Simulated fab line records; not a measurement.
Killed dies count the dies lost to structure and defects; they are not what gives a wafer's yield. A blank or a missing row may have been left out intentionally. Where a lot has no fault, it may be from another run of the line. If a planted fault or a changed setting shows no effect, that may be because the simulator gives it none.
Matching of chambers    flow sfq line    SFQ_TRILAYER_L0_VIA_ETCH_VIA_ETCH_016 on rie diel-02 has 4 sister chambers
The step etches SiO2 in CHF3, stops on MoNx KI, target depth 80 nm. 8 wafers are shown with their chamber, then 8 later ones without.

== WAFERS PAIRED WITH THEIR CHAMBERS ==
wafer   chamber  drypump motor current A (A)  chamber pressure mTorr (mTorr)
L293.1  3        5.2                          29.991
L293.6  2        6.0                          29.995
L299.1  0        5.6                          30.047
L299.6  1        4.8                          29.989
L302.1  1        4.8                          29.962
L302.4  2        6.0                          30.010
L302.6  3        5.2                          29.999
L303.3  0        5.5                          29.978

== WAFERS MISSING THEIR CHAMBER ==
wafer   drypump motor current A (A)  chamber pressure mTorr (mTorr)
L303.5  5.2                          29.984
L303.6  6.0                          29.992
L304.1  4.9                          29.990
L304.2  5.6                          29.997
L304.6  4.9                          29.961
L305.1  6.0                          30.015
L305.3  4.8                          29.989
L305.5  5.6                          29.977

== WHICH CHAMBER EACH ONE RAN IN ==
wafer   from the rows above  in truth
L303.5  3                    3
L303.6  2                    2
L304.1  1                    1
L304.2  0                    0
L304.6  1                    1
L305.1  2                    2
L305.3  1                    1
L305.5  0                    0
Placed correctly: 8 of 8. From these rows, 0 cannot be placed. 0 placed wrongly.
How it was worked out, from the rows above alone: a wafer's distance from a chamber is the root of the sum, over the readings, of the square of ((its reading less the chamber's mean) divided by the reading's scatter). If the next closest chamber is less than 2 further off than the closest, the wafer can't be placed; otherwise it belongs to the closest. For every chamber, the mean is computed from those of its wafers that are shown. How the scatter is found: for the shown wafers, subtract from each reading the mean of its chamber, square and add these, divide the total by (wafers less chambers), then take the root.
